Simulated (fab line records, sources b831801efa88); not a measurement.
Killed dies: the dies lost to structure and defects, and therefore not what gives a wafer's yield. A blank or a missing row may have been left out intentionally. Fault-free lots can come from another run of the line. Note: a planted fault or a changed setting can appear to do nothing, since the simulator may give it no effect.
Code-filled problem report in 8D (eight disciplines) form | flow sky130 | the parts of the form that need people (team, actions taken, sign-off) are left out

## 1. THE ISSUE
Wafers free of any fault read 562 nm (standard deviation 6.4) for CONTACT_HDPCVD_THK at SKY_CONTACT_THK_MEAS_03, against a mean of 610 nm on 9 wafers of 3 lots. That is +7.5 standard deviations from the usual mean.
The first sign was on wafer L434.3 at day 32 20:40, on film-metro-01. The record holds 42 wafers of 14 lots with a number at this step. Rule for "out" (also "out of limits"): further than 4 standard deviations from the usual mean. The rest of the wafers with a number are treated as sound.

## 2. WHAT IT IS, WHAT IT ISN'T
question                    | is                                          | is not
which readings at this step | CONTACT_HDPCVD_THK                          | -
which lots                  | L434, L435, L437                            | L428, L429, L430, L431, L432, L433, L445, L447, L448, L449, L450
which wafers of those lots  | all that have a number                      | -
read on which gauges        | film-metro-01, film-metro-02, film-metro-04 | -
when                        | from day 32 20:40                           | up to then (18 sound wafers); but 15 sound wafers of L445, L447, L448, L449, L450 came after

## 3. THE SUSPECTS, EACH WITH WHAT RULES IT OUT
Counting: any tool at a process step up to the reading is kept as a suspect provided that every lot that is out went through it and no sound lot did after the first of them.
- the gauge at SKY_CONTACT_THK_MEAS_03 is ruled out. Those wafers that are out were read across 3 gauges (film-metro-01, film-metro-02, film-metro-04).
- hdpcvd-01 at SKY_CONTACT_HDPCVD_02 (deposits SiO2, target thk 565 nm, time 94.2 s): ruled out as a lasting fault. Following L434 (day 32 20:34), the first lot on it that is out, the sound lots L447, L448, L449, L450 were run on it.
Left after counting: nothing in the record.

## 4. THE CAUSE (what the simulator had put in)
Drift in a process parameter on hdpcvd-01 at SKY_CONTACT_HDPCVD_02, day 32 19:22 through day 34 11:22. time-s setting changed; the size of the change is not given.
The count ruled it out by mistake, since the rule takes a fault to strike every lot its tool runs from the start of the fault on, and this one did not do so.

## 5. SEQUENCE OF EFFECTS, ordered by route
Each row: a reading whose mean over the struck wafers that have a number lies more than 3 standard deviations from the usual. Scope: only readings with a usual standard deviation given in the record; hours: median across lots of the time from each lot's start at the first step in this table that gives one to its start at this step; sigmas: change in usual standard deviations.
hours | step                    | reading            | usual   | on struck wafers | change | sigmas
0     | SKY_CONTACT_HDPCVD_02   | run-length-s       | 121.8 s | 129.0            | +7.2   | +15
0     | SKY_CONTACT_THK_MEAS_03 | CONTACT_HDPCVD_THK | 562 nm  | 610              | +48    | +7.5
0     | SKY_CONTACT_CMP_04      | time-to-endpoint-s | 79 s    | 94               | +15    | +3.4
Process steps it contains:
- SKY_CONTACT_HDPCVD_02: deposits SiO2, target thk 565 nm, time 94.2 s.
- SKY_CONTACT_CMP_04: polishes SiO2.

## 6. HOW IT WOULD HAVE BEEN CAUGHT EARLIER
In this record the first reading out of limits at a measuring or inspecting step was taken at day 32 20:40, 1 hour after the fault began at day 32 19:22.
The tool's own readings at SKY_CONTACT_HDPCVD_02 were out on every struck wafer that the step has a row for (run-length-s): an alarm limit on them would have fired on the first of those.
